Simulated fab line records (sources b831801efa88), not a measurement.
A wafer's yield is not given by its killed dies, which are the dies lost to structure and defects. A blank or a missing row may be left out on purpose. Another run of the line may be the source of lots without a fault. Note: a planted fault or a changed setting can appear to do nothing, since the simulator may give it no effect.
Which of the tools did it? || flow sky130 || 12 lots, 36 wafers sampled, at 5 steps of a route of 708

## WHAT THE GAUGES READ, wafer by wafer
SKY_LDD_N_OVL_MEAS_07. Usual: LDD_N_OVL typically reads 0.7 nm, with standard deviation 1.6.
{"lot": "L714", "measured": "day 17 18:10", "on": "overlay-02", "LDD_N_OVL (nm)": "2.8 1.7 2.9", "flag": ""}
{"lot": "L715", "measured": "day 18 00:38", "on": "overlay-02", "LDD_N_OVL (nm)": "2.3 1.1 3.4", "flag": ""}
{"lot": "L716", "measured": "day 18 10:16", "on": "overlay-02", "LDD_N_OVL (nm)": "-0.1 0.1 -0.3", "flag": ""}
{"lot": "L717", "measured": "day 19 11:41", "on": "overlay-02", "LDD_N_OVL (nm)": "1.2 0.2 -0.4", "flag": ""}
{"lot": "L721", "measured": "day 20 08:43", "on": "overlay-02", "LDD_N_OVL (nm)": "0.3 0.3 -0.6", "flag": ""}
{"lot": "L722", "measured": "day 20 14:28", "on": "overlay-01", "LDD_N_OVL (nm)": "1.1 2.8 1.4", "flag": ""}
{"lot": "L723", "measured": "day 21 02:59", "on": "overlay-01", "LDD_N_OVL (nm)": "1.7 0.8 -0.4", "flag": ""}
{"lot": "L724", "measured": "day 21 08:29", "on": "overlay-01", "LDD_N_OVL (nm)": "1.2 0.0 2.0", "flag": ""}
{"lot": "L726", "measured": "day 22 10:11", "on": "overlay-01", "LDD_N_OVL (nm)": "2.3 1.4 0.0", "flag": ""}
{"lot": "L728", "measured": "day 22 22:59", "on": "overlay-01", "LDD_N_OVL (nm)": "1.8 2.4 1.1", "flag": ""}
{"lot": "L729", "measured": "day 23 13:16", "on": "overlay-01", "LDD_N_OVL (nm)": "0.6 2.9 -0.2", "flag": ""}
{"lot": "L737", "measured": "day 26 00:50", "on": "overlay-01", "LDD_N_OVL (nm)": "-2.1 -0.8 -3.2", "flag": ""}

SKY_LDD_LDN_OVL_MEAS_07. Usual: LDD_LDN_OVL typically reads -0.3 nm, with standard deviation 1.3.
{"lot": "L714", "measured": "day 22 20:46", "on": "overlay-02", "LDD_LDN_OVL (nm)": "-2.7 -0.6 -0.6", "flag": ""}
{"lot": "L715", "measured": "day 23 05:29", "on": "overlay-02", "LDD_LDN_OVL (nm)": "1.9 0.8 -0.2", "flag": ""}
{"lot": "L716", "measured": "day 23 13:14", "on": "overlay-02", "LDD_LDN_OVL (nm)": "0.0 0.2 -0.8", "flag": ""}
{"lot": "L717", "measured": "day 24 14:50", "on": "overlay-01", "LDD_LDN_OVL (nm)": "-1.4 -2.1 0.0", "flag": ""}
{"lot": "L721", "measured": "day 25 09:23", "on": "overlay-01", "LDD_LDN_OVL (nm)": "74.1 76.0 74.5", "flag": "OFF"}
{"lot": "L722", "measured": "day 25 16:40", "on": "overlay-02", "LDD_LDN_OVL (nm)": "74.5 73.6 74.6", "flag": "OFF"}
{"lot": "L723", "measured": "day 26 04:38", "on": "overlay-01", "LDD_LDN_OVL (nm)": "75.2 75.4 74.8", "flag": "OFF"}
{"lot": "L724", "measured": "day 26 09:34", "on": "overlay-02", "LDD_LDN_OVL (nm)": "0.4 0.5 -0.3", "flag": ""}
{"lot": "L726", "measured": "day 27 10:53", "on": "overlay-02", "LDD_LDN_OVL (nm)": "-1.2 -0.2 0.9", "flag": ""}
{"lot": "L728", "measured": "day 27 20:22", "on": "overlay-01", "LDD_LDN_OVL (nm)": "-0.8 0.9 1.1", "flag": ""}
{"lot": "L729", "measured": "day 28 09:43", "on": "overlay-01", "LDD_LDN_OVL (nm)": "-0.8 -0.3 -0.4", "flag": ""}
{"lot": "L737", "measured": "day 30 20:18", "on": "overlay-02", "LDD_LDN_OVL (nm)": "-0.1 -0.3 -0.2", "flag": ""}

## TOOL THAT RAN EACH LOT (tool first, then ch and the chambers of the sampled wafers, then the start)
{"lot": "L714", "SKY_LDD_P_STRIP_10": "plasma asher-02 ch 0,1, day 19 01:20", "SKY_LDD_HVP_STRIP_09": "plasma asher-03 ch 0,1, day 21 14:52", "SKY_LDD_LDN_EXPOSE_04": "iline stepper-02 ch 0, day 22 06:12"}
{"lot": "L715", "SKY_LDD_P_STRIP_10": "plasma asher-02 ch 0,1, day 19 08:28", "SKY_LDD_HVP_STRIP_09": "plasma asher-03 ch 0,1, day 21 23:40", "SKY_LDD_LDN_EXPOSE_04": "iline stepper-02 ch 0, day 22 14:59"}
{"lot": "L716", "SKY_LDD_P_STRIP_10": "plasma asher-02 ch 0,1, day 19 18:28", "SKY_LDD_HVP_STRIP_09": "plasma asher-03 ch 0,1, day 22 07:36", "SKY_LDD_LDN_EXPOSE_04": "iline stepper-02 ch 0, day 22 22:08"}
{"lot": "L717", "SKY_LDD_P_STRIP_10": "plasma asher-01 ch 0,1, day 20 20:13", "SKY_LDD_HVP_STRIP_09": "plasma asher-04 ch 0,1, day 23 09:17", "SKY_LDD_LDN_EXPOSE_04": "iline stepper-01 ch 0, day 24 00:32"}
{"lot": "L721", "SKY_LDD_P_STRIP_10": "plasma asher-02 ch 0,1, day 21 16:59", "SKY_LDD_HVP_STRIP_09": "plasma asher-03 ch 0,1, day 24 05:03", "SKY_LDD_LDN_EXPOSE_04": "iline stepper-02 ch 0, day 24 19:53"}
{"lot": "L722", "SKY_LDD_P_STRIP_10": "plasma asher-02 ch 0,1, day 21 22:35", "SKY_LDD_HVP_STRIP_09": "plasma asher-01 ch 0,1, day 24 11:40", "SKY_LDD_LDN_EXPOSE_04": "iline stepper-02 ch 0, day 25 02:10"}
{"lot": "L723", "SKY_LDD_P_STRIP_10": "plasma asher-02 ch 0,1, day 22 10:55", "SKY_LDD_HVP_STRIP_09": "plasma asher-03 ch 0,1, day 24 23:30", "SKY_LDD_LDN_EXPOSE_04": "iline stepper-02 ch 0, day 25 14:20"}
{"lot": "L724", "SKY_LDD_P_STRIP_10": "plasma asher-01 ch 0,1, day 22 16:47", "SKY_LDD_HVP_STRIP_09": "plasma asher-03 ch 0,1, day 25 03:34", "SKY_LDD_LDN_EXPOSE_04": "iline stepper-01 ch 0, day 25 18:57"}
{"lot": "L726", "SKY_LDD_P_STRIP_10": "plasma asher-02 ch 1, day 23 18:13", "SKY_LDD_HVP_STRIP_09": "plasma asher-03 ch 0,1, day 26 05:42", "SKY_LDD_LDN_EXPOSE_04": "iline stepper-01 ch 0, day 26 20:37"}
{"lot": "L728", "SKY_LDD_P_STRIP_10": "plasma asher-03 ch 0,1, day 24 05:46", "SKY_LDD_HVP_STRIP_09": "plasma asher-04 ch 0,1, day 26 15:55", "SKY_LDD_LDN_EXPOSE_04": "iline stepper-01 ch 0, day 27 06:35"}
{"lot": "L729", "SKY_LDD_P_STRIP_10": "plasma asher-03 ch 0,1, day 24 19:55", "SKY_LDD_HVP_STRIP_09": "plasma asher-04 ch 0,1, day 27 05:34", "SKY_LDD_LDN_EXPOSE_04": "iline stepper-01 ch 0, day 27 19:26"}
{"lot": "L737", "SKY_LDD_P_STRIP_10": "plasma asher-01 ch 0,1, day 27 07:18", "SKY_LDD_HVP_STRIP_09": "plasma asher-04 ch 0,1, day 29 16:24", "SKY_LDD_LDN_EXPOSE_04": "iline stepper-01 ch 0, day 30 05:50"}
- SKY_LDD_P_STRIP_10: strips in O2/N2.
- SKY_LDD_HVP_STRIP_09: strips in O2/N2.
- SKY_LDD_LDN_EXPOSE_04: exposes mask LDNTM, target cd 700 nm.

## AS READ BY THE TOOLS THEMSELVES (means over the sampled wafers that have a number; for cases with no such wafer, the mark the record gives instead)
SKY_LDD_P_STRIP_10. Usual: drypump motor current A 5.5 A, standard deviation 0.5; oes product au 0.716 a.u., standard deviation 0.0042; strip time to endpoint s 14.19 s, standard deviation 0.043.
{"lot": "L714", "tool": "plasma asher-02", "drypump motor current A (A)": 5.6, "oes product au (a.u.)": 0.717, "strip time to endpoint s (s)": 14.18, "flag": ""}
{"lot": "L715", "tool": "plasma asher-02", "drypump motor current A (A)": 5.9, "oes product au (a.u.)": 0.719, "strip time to endpoint s (s)": 14.21, "flag": ""}
{"lot": "L716", "tool": "plasma asher-02", "drypump motor current A (A)": 5.6, "oes product au (a.u.)": 0.714, "strip time to endpoint s (s)": 14.21, "flag": ""}
{"lot": "L717", "tool": "plasma asher-01", "drypump motor current A (A)": 5.7, "oes product au (a.u.)": 0.717, "strip time to endpoint s (s)": 14.25, "flag": ""}
{"lot": "L721", "tool": "plasma asher-02", "drypump motor current A (A)": 5.9, "oes product au (a.u.)": 0.718, "strip time to endpoint s (s)": 14.21, "flag": ""}
{"lot": "L722", "tool": "plasma asher-02", "drypump motor current A (A)": 5.5, "oes product au (a.u.)": 0.719, "strip time to endpoint s (s)": 14.11, "flag": ""}
{"lot": "L723", "tool": "plasma asher-02", "drypump motor current A (A)": 5.9, "oes product au (a.u.)": 0.716, "strip time to endpoint s (s)": 14.22, "flag": ""}
{"lot": "L724", "tool": "plasma asher-01", "drypump motor current A (A)": 5.6, "oes product au (a.u.)": 0.720, "strip time to endpoint s (s)": 14.17, "flag": ""}
{"lot": "L726", "tool": "plasma asher-02", "drypump motor current A (A)": 5.2, "oes product au (a.u.)": 0.720, "strip time to endpoint s (s)": 14.16, "flag": ""}
{"lot": "L728", "tool": "plasma asher-03", "drypump motor current A (A)": 5.1, "oes product au (a.u.)": 0.717, "strip time to endpoint s (s)": 14.21, "flag": ""}
{"lot": "L729", "tool": "plasma asher-03", "drypump motor current A (A)": 5.0, "oes product au (a.u.)": 0.717, "strip time to endpoint s (s)": 14.17, "flag": ""}
{"lot": "L737", "tool": "plasma asher-01", "drypump motor current A (A)": 5.6, "oes product au (a.u.)": 0.715, "strip time to endpoint s (s)": 14.26, "flag": ""}

SKY_LDD_HVP_STRIP_09. Usual: drypump motor current A 5.5 A, standard deviation 0.35; oes product au 0.409 a.u., standard deviation 0.0045; strip time to endpoint s 4.134 s, standard deviation 0.013.
{"lot": "L714", "tool": "plasma asher-03", "drypump motor current A (A)": 5.0, "oes product au (a.u.)": 0.406, "strip time to endpoint s (s)": 4.125, "flag": ""}
{"lot": "L715", "tool": "plasma asher-03", "drypump motor current A (A)": 5.0, "oes product au (a.u.)": 0.410, "strip time to endpoint s (s)": 4.135, "flag": ""}
{"lot": "L716", "tool": "plasma asher-03", "drypump motor current A (A)": 5.1, "oes product au (a.u.)": 0.409, "strip time to endpoint s (s)": 4.124, "flag": ""}
{"lot": "L717", "tool": "plasma asher-04", "drypump motor current A (A)": 5.7, "oes product au (a.u.)": 0.414, "strip time to endpoint s (s)": 4.150, "flag": ""}
{"lot": "L721", "tool": "plasma asher-03", "drypump motor current A (A)": 5.0, "oes product au (a.u.)": 0.411, "strip time to endpoint s (s)": 4.132, "flag": ""}
{"lot": "L722", "tool": "plasma asher-01", "drypump motor current A (A)": 5.7, "oes product au (a.u.)": 0.405, "strip time to endpoint s (s)": 4.140, "flag": ""}
{"lot": "L723", "tool": "plasma asher-03", "drypump motor current A (A)": 5.0, "oes product au (a.u.)": 0.410, "strip time to endpoint s (s)": 4.131, "flag": ""}
{"lot": "L724", "tool": "plasma asher-03", "drypump motor current A (A)": 5.0, "oes product au (a.u.)": 0.409, "strip time to endpoint s (s)": 4.126, "flag": ""}
{"lot": "L726", "tool": "plasma asher-03", "drypump motor current A (A)": 5.1, "oes product au (a.u.)": 0.413, "strip time to endpoint s (s)": 4.149, "flag": ""}
{"lot": "L728", "tool": "plasma asher-04", "drypump motor current A (A)": 5.8, "oes product au (a.u.)": 0.410, "strip time to endpoint s (s)": 4.144, "flag": ""}
{"lot": "L729", "tool": "plasma asher-04", "drypump motor current A (A)": 5.7, "oes product au (a.u.)": 0.407, "strip time to endpoint s (s)": 4.141, "flag": ""}
{"lot": "L737", "tool": "plasma asher-04", "drypump motor current A (A)": 5.8, "oes product au (a.u.)": 0.411, "strip time to endpoint s (s)": 4.132, "flag": ""}

## THE ANSWER, worked out from the rows above alone
Rule: take the mean of a lot's wafers that have a number; if it is more than 3 standard deviations from the usual mean, the lot is off. A lot without any number at a reading at which 4 lots or more have one is off too. Where the step has rows for the other lots, those lots are counted as sound. Order of review: gauges by route order, followed by the tools' own readings, for which a lot's mean as printed above is used. The first step at which some lot is off is used, and at that step the reading that is off furthest; a lot without a number counts as furthest.
Off: at SKY_LDD_LDN_OVL_MEAS_07 (LDD_LDN_OVL), L721, L722, L723.
If a tool, at a process step before that reading, ran all the lots that are off and no sound lot after the first of them, it fits. The gauges at SKY_LDD_LDN_OVL_MEAS_07 are tried like those tools. One candidate fits, namely iline stepper-02 at SKY_LDD_LDN_EXPOSE_04. A fault onset in the window from L716 (day 22 22:08, its last sound lot) to L721 (day 24 19:53, its first lot off) fits.

## WHAT THE SIMULATOR HAD INSERTED
Scanner matching overlay: iline stepper-02, from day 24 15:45 on, at SKY_LDD_LDN_EXPOSE_04. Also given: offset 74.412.
Struck lots among those shown: L721, L722, L723. The rule above reached the same finding.
